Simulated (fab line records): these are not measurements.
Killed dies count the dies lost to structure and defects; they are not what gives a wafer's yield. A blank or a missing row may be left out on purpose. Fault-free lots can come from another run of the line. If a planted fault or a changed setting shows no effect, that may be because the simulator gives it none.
fab line records	flow sky130
record: lots: 15	wafers: 45	last_day: 52
route steps=708 shown SONOS_ONO@173 POLY_GATE@227
lots untouched by any fault: they come from a run of this same line in which no faults occurred
start_h: start of the lot's first displayed wafer, in hours after the record's first day	wait_h: how many hours have passed since the lot's step before this one	" unchanged from the row above	L1.1+2: several wafers, shown together as one row	- no value present, or no start provided	* or withheld: withheld	< > ~ a bound
route shown NAME@n: names a module that has steps shown in the file, with the first one's number in the route	usual: mean and standard deviation over wafers with no fault	same: alike in all rows	chamber/n: place in a boat	sites: the reading at each site	_std_site: standard deviation of those values	_edge_site: outer sites' mean less inner sites'	radius_mm: how far each site lies from the wafer's centre	mask NAME#n: copy n	behind: the last tool/chamber to shape the wafer	hold: what put the lot on hold/how long, in hours/how the hold closed	device: transistor that didn't switch, given as n, p or np	end of line: the tests these same wafers got at the end of their route	a step without rows: its recipe alone	killed: count of dies lost to structure and defects at first sort (not the wafer's yield)	map: a wafer's dies, x killed, . not, _ none there
set.NAME: the setting as run; set.NAME@STEP: as run at that earlier step	model.NAME: the simulator's own value behind a step, which no gauge read
steps of the route over a sample of lots; a table a step, a row a wafer
services: when a tool's chamber went out of use (start_h, in hours from the record's first day, below 0 if earlier), for how many hours, and the reason
== steps ==
step: SKY_SONOS_ONO_THK_MEAS_05
recipe: reads: SiO2_of_SONOS_ONO_CVD_04
usual: SONOS_ONO_CVD_04_THK: 5.72/0.11
lot.wafer	tool	chamber	start_h	wait_h	SONOS_ONO_CVD_04_THK[nm]
L664.1	film_metro-01	-	206.73	0.0	5.63
L664.2	"	-	"	"	5.75
L664.3	"	-	"	"	5.70
L665.1	film_metro-03	-	214.32	0.0	5.66
L665.3	"	-	"	"	5.61
L665.6	"	-	"	"	5.60
L666.1	film_metro-01	-	222.51	0.0	5.90
L666.3	"	-	"	"	5.89
L666.6	"	-	"	"	6.00
L667.1	film_metro-01	-	229.46	0.0	5.70
L667.3	"	-	"	"	5.51
L667.4	"	-	"	"	5.70
L668.2	film_metro-03	-	229.47	0.0	5.72
L668.4	"	-	"	"	5.67
L668.5	"	-	"	"	5.74
L671.2	film_metro-04	-	252.42	0.1	5.80
L671.4	"	-	"	"	5.64
L671.6	"	-	"	"	5.76
L675.1	film_metro-03	-	275.63	0.0	5.67
L675.2	"	-	"	"	5.85
L675.4	"	-	"	"	5.68
L676.2	film_metro-01	-	279.84	0.0	5.46
L676.4	"	-	"	"	5.57
L676.5	"	-	"	"	5.61
L677.1	film_metro-01	-	286.43	0.0	5.68
L677.3	"	-	"	"	5.71
L677.4	"	-	"	"	5.78
L680.1	film_metro-03	-	315.04	0.0	5.71
L680.5	"	-	"	"	5.73
L680.6	"	-	"	"	5.76
L681.1	film_metro-01	-	315.04	0.0	5.54
L681.3	"	-	"	"	5.61
L681.6	"	-	"	"	5.56
L684.2	film_metro-03	-	524.96	0.0	5.79
L684.3	"	-	"	"	5.71
L684.4	"	-	"	"	5.75
L683.2	film_metro-01	-	526.21	0.0	5.80
L683.4	"	-	"	"	5.69
L683.6	"	-	"	"	5.74
L685.2	film_metro-04	-	527.46	0.0	5.69
L685.3	"	-	"	"	5.74
L685.4	"	-	"	"	5.74
L686.2	film_metro-03	-	527.46	0.0	5.79
L686.4	"	-	"	"	5.76
L686.6	"	-	"	"	5.86
step: SKY_POLY_GATE_CD_MEAS_13
recipe: target_cd_nm: 150
usual: cd_nm: 149.7/1.4
lot.wafer	tool	chamber	start_h	wait_h	cd_nm
L665.1	cd_sem-02	-	311.29	-	150.2
L665.3	"	-	"	"	149.8
L665.6	"	-	"	"	151.1
L664.1	cd_sem-02	-	311.61	-	151.7
L664.2	"	-	"	"	149.7
L664.3	"	-	"	"	150.9
L666.1	cd_sem-01	-	321.16	-	149.5
L666.3	"	-	"	"	148.7
L666.6	"	-	"	"	148.0
L667.1	cd_sem-01	-	332.06	-	149.1
L667.3	"	-	"	"	149.1
L667.4	"	-	"	"	150.7
L668.2	cd_sem-01	-	340.16	-	147.9
L668.4	"	-	"	"	147.7
L668.5	"	-	"	"	147.6
L671.2	cd_sem-01	-	364.68	-	152.1
L671.4	"	-	"	"	150.8
L671.6	"	-	"	"	150.8
L675.1	cd_sem-01	-	385.31	-	150.0
L675.2	"	-	"	"	151.3
L675.4	"	-	"	"	149.6
L676.2	cd_sem-02	-	394.76	-	150.5
L676.4	"	-	"	"	151.8
L676.5	"	-	"	"	151.1
L677.1	cd_sem-02	-	399.16	-	148.4
L677.3	"	-	"	"	149.1
L677.4	"	-	"	"	148.9
L680.1	cd_sem-01	-	431.26	-	150.5
L680.5	"	-	"	"	149.6
L680.6	"	-	"	"	151.1
L681.1	cd_sem-01	-	439.11	-	146.9
L681.3	"	-	"	"	149.0
L681.6	"	-	"	"	147.9
L684.2	cd_sem-02	-	644.28	-	150.5
L684.3	"	-	"	"	151.1
L684.4	"	-	"	"	151.0
L683.2	cd_sem-02	-	646.88	-	150.2
L683.4	"	-	"	"	149.0
L683.6	"	-	"	"	149.8
L685.2	cd_sem-01	-	647.13	-	149.9
L685.3	"	-	"	"	150.8
L685.4	"	-	"	"	149.1
L686.2	cd_sem-02	-	648.40	-	148.9
L686.4	"	-	"	"	148.7
L686.6	"	-	"	"	149.4
step: SKY_POLY_GATE_ETCH_16
recipe: stop_on: poly-Si	chemistry: CH3F/O2	target: Si3N4	source_w: 400	bias_w: 80	pressure_mtorr: 25	ch3f_flow_sccm: 40	O2_flow_sccm: 30	time_s: 147.5	target_depth_a: 750
usual: drypump_motor_current_A: 5.7/0.75	oes_product_au: 0.640/0.0045	rf_fwd_power_W: 398.2/1.3	throttle_valve_pct: 10.534/0.0092
lot.wafer	tool	chamber	start_h	wait_h	drypump_motor_current_A	oes_product_au	rf_fwd_power_W	rf_hours_counter_h	throttle_valve_pct
L665.1	rie_diel-02	3	311.53	0.0	6.7	0.637	399.2	92	10.524
L665.3	"	2	"	"	6.5	0.635	398.0	126	10.526
L665.6	"	0	"	"	6.6	0.638	400.5	-	10.541
L664.1	rie_diel-03	3	311.85	0.0	6.0	0.646	402.1	119	10.536
L664.2	"	2	"	"	4.7	0.646	398.0	2	10.536
L664.3	"	1	"	"	5.5	0.638	397.3	104	10.534
L666.1	rie_diel-01	1	321.40	0.0	6.1	0.641	399.6	7	10.545
L666.3	"	0	"	"	5.3	0.649	398.0	13	10.550
L666.6	"	1	"	"	6.1	0.644	399.3	-	10.545
L667.1	rie_diel-03	2	332.30	0.0	4.7	0.642	397.8	2	10.510
L667.3	"	3	"	"	6.0	0.636	396.5	120	10.523
L667.4	"	3	"	"	6.0	0.638	398.6	-	10.538
L668.2	rie_diel-03	0	340.38	0.0	4.8	0.646	396.8	15	10.526
L668.4	"	0	"	"	4.8	0.634	397.3	-	10.540
L668.5	"	1	"	"	5.4	0.642	398.1	-	10.533
L671.2	rie_diel-01	1	364.90	0.0	6.1	0.643	398.6	8	10.551
L671.4	"	3	"	"	4.6	0.638	397.3	6	10.534
L671.6	"	2	"	"	6.6	0.644	398.9	-	10.539
L675.1	rie_diel-01	0	385.55	0.0	5.3	0.640	398.8	14	10.539
L675.2	"	3	"	"	4.6	0.643	399.0	6	10.525
L675.4	"	1	"	"	6.1	0.643	398.7	9	10.542
L676.2	rie_diel-03	3	394.98	0.0	6.0	0.641	400.6	0	10.535
L676.4	"	1	"	"	5.5	0.646	397.6	105	10.528
L676.5	"	1	"	"	5.4	0.639	396.7	-	10.541
L677.1	rie_diel-02	3	399.40	0.0	6.7	0.647	399.0	93	10.551
L677.3	"	2	"	"	6.5	0.641	399.2	1	10.540
L677.4	"	0	"	"	6.7	0.640	396.4	100	10.539
L680.1	rie_diel-01	3	431.50	0.0	4.7	0.640	397.3	7	10.535
L680.5	"	3	"	"	4.6	0.644	398.5	-	10.528
L680.6	"	0	"	"	5.3	0.640	400.6	-	10.532
L681.1	rie_diel-01	0	439.35	0.0	5.3	0.641	398.3	15	10.543
L681.3	"	1	"	"	6.1	0.645	398.5	10	10.534
L681.6	"	1	"	"	6.1	0.631	399.1	-	10.548
L684.2	rie_diel-03	0	644.49	0.0	4.8	0.635	401.8	20	10.527
L684.3	"	1	"	"	5.4	0.633	397.5	3	10.533
L684.4	"	0	"	"	4.8	0.640	398.8	-	10.537
L683.2	rie_diel-03	3	647.09	0.0	6.0	0.642	400.0	4	10.544
L683.4	"	1	"	"	5.4	0.636	398.2	-	10.539
L683.6	"	0	"	"	4.8	0.638	396.0	-	10.534
L685.2	rie_diel-02	2	647.35	0.0	6.5	0.629	398.6	6	10.535
L685.3	"	3	"	"	6.7	0.637	399.2	3	10.527
L685.4	"	1	"	"	5.2	0.634	397.3	2	10.529
L686.2	rie_diel-03	1	648.61	0.0	5.4	0.645	397.7	3	10.530
L686.4	"	3	"	"	6.0	0.635	398.8	4	10.540
L686.6	"	1	"	"	5.4	0.642	399.2	-	10.554
step: SKY_POLY_GATE_OXIDATION_20
recipe: temp_c: 850	ambient: O2	stabilise_s: 600	purge_s: 300	target_thk_a: 40	ox_time_s: 899
usual: ox_temp_c: 850.1/0.37	ox_temp_c_max: 853.4/0.74	purge_s: 300/0	spike_tc_centre_C: 851.6/1.1	tube_center_temp_C_max: 852.2/0.35
lot.wafer	tool	chamber	start_h	wait_h	ox_temp_c	ox_temp_c_max	purge_s	spike_tc_centre_C	tube_center_temp_C_max
L664.1	furnace-01	0	313.50	1.4	850.1	852.5	300	850.2	851.9
L664.2	"	0	"	"	850.5	853.5	300	850.7	852.0
L664.3	"	0	"	"	849.8	853.4	300	852.2	852.4
L665.1	furnace-01	0	313.50	1.7	849.6	852.8	300	849.8	851.7
L665.3	"	0	"	"	849.5	853.0	300	851.6	852.0
L665.6	"	0	"	"	849.6	852.5	300	852.6	852.8
L666.1	furnace-01	0	322.20	0.5	849.8	853.4	300	853.1	851.9
L666.3	"	0	"	"	849.7	852.8	300	851.3	852.1
L666.6	"	0	"	"	849.4	852.9	300	851.6	851.8
L667.1	furnace-01	0	332.61	0.0	850.5	853.8	300	853.2	852.3
L667.3	"	0	"	"	850.4	853.2	300	849.9	852.2
L667.4	"	0	"	"	850.5	853.6	300	851.3	852.4
L668.2	furnace-01	0	341.29	0.6	850.0	852.6	300	853.2	851.9
L668.4	"	0	"	"	850.1	853.1	300	850.6	852.2
L668.5	"	0	"	"	850.3	852.8	300	850.9	852.1
L671.2	furnace-01	0	366.63	1.4	850.7	854.6	300	852.2	852.5
L671.4	"	0	"	"	850.2	854.0	300	853.6	852.4
L671.6	"	0	"	"	850.5	853.7	300	851.1	851.3
L675.1	furnace-01	-	387.39	1.5	-	-	-	-	-
L675.2	"	-	"	"	-	-	-	-	-
L675.4	"	-	"	"	-	-	-	-	-
L676.2	furnace-02	-	395.28	0.0	-	-	-	-	-
L676.4	"	-	"	"	-	-	-	-	-
L676.5	"	-	"	"	-	-	-	-	-
L677.1	furnace-02	-	399.74	0.0	-	-	-	-	-
L677.3	"	-	"	"	-	-	-	-	-
L677.4	"	-	"	"	-	-	-	-	-
L680.1	furnace-01	0	431.81	0.0	850.2	853.9	300	852.2	852.0
L680.5	"	0	"	"	849.6	853.5	300	852.0	851.9
L680.6	"	0	"	"	850.4	854.7	300	852.6	852.0
L681.1	furnace-01	0	439.65	0.0	849.9	852.4	300	853.2	852.6
L681.3	"	0	"	"	850.4	852.8	300	851.2	851.7
L681.6	"	0	"	"	850.1	853.8	300	852.4	852.2
L684.2	furnace-01	0	645.09	0.3	850.3	852.9	300	851.3	852.1
L684.3	"	0	"	"	849.8	852.2	300	851.7	852.2
L684.4	"	0	"	"	850.0	852.8	300	852.3	852.0
L683.2	furnace-01	0	647.68	0.3	850.0	853.4	300	850.8	852.0
L683.4	"	0	"	"	849.7	853.3	300	852.1	852.0
L683.6	"	0	"	"	849.5	852.9	300	852.5	852.3
L685.2	furnace-01	0	647.68	0.0	850.2	853.5	300	852.8	851.6
L685.3	"	0	"	"	850.2	854.6	300	851.7	852.1
L685.4	"	0	"	"	850.0	853.0	300	852.9	851.9
L686.2	furnace-01	0	648.93	0.0	850.1	854.3	300	851.9	851.9
L686.4	"	0	"	"	850.1	853.1	300	852.8	852.4
L686.6	"	0	"	"	849.7	853.0	300	851.9	852.8
== services ==
tool	chamber	start_h	hours	kind
rie_diel-02	1	290.49	3.5	repair
furnace-01	-	295.03	1.1	pm
rie_diel-02	-	319.60	17.0	repair
rie_diel-03	1	328.09	5.7	repair
rie_diel-03	1	340.67	11.3	repair
rie_diel-01	1	357.60	6.2	repair
rie_diel-03	3	366.22	10.0	repair
rie_diel-03	0	375.49	5.3	repair
rie_diel-03	-	382.52	0.9	repair
rie_diel-01	-	386.06	14.6	pm
rie_diel-03	0	397.45	3.8	repair
rie_diel-03	-	402.13	14.6	pm
furnace-01	-	406.71	4.4	pm
rie_diel-03	-	482.93	0.2	repair
rie_diel-01	1	516.70	4.6	repair
rie_diel-03	3	543.43	6.2	repair
rie_diel-01	-	557.43	21.4	repair
furnace-01	-	568.50	4.4	pm
furnace-01	-	575.21	3.5	pm
rie_diel-01	-	578.86	2.8	pm
rie_diel-03	3	593.59	24.5	repair
rie_diel-03	1	603.63	24.0	repair
furnace-01	-	614.59	20.8	pm
rie_diel-03	2	639.98	8.3	repair
== key ==
first_sign: step: SKY_POLY_GATE_OXIDATION_20	reading: tool_record	direction: missing
effect none on later readings
met_at SKY_POLY_GATE_OXIDATION_20
struck_lots L675,L676,L677
later_rows_left_out L675.1,L675.2,L675.4,L676.2,L676.4,L676.5,L677.1,L677.3,L677.4
sort_left_out L675.1,L675.2,L675.4,L676.2,L676.4,L676.5,L677.1,L677.3,L677.4
tester_left_out L675,L676,L677
not_acting_at SKY_SONOS_ONO_THK_MEAS_05,SKY_POLY_GATE_CD_MEAS_13,SKY_POLY_GATE_ETCH_16
onset_between 366.63 387.39
fault: kind: skipped_step_whole	tool: furnace-01,furnace-02	chamber: -	onset_h: 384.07	steps: SKY_POLY_GATE_OXIDATION_20	scope: struck_lots_only
tester_left_out: of these lots the tester's yield and bins aren't shown, on N5 and GAA mostly nor the transistor test; their killed dies are dies lost to structure and defects alone, not to doping, threshold or leakage, so they don't give the yield
sort_left_out: the simulated sort isn't trusted on such a fault, so these wafers' sort isn't shown, and their yield isn't known
later_rows_left_out: the simulator's readings of these wafers behind a module that went badly wrong aren't trusted and aren't shown, but for the sort
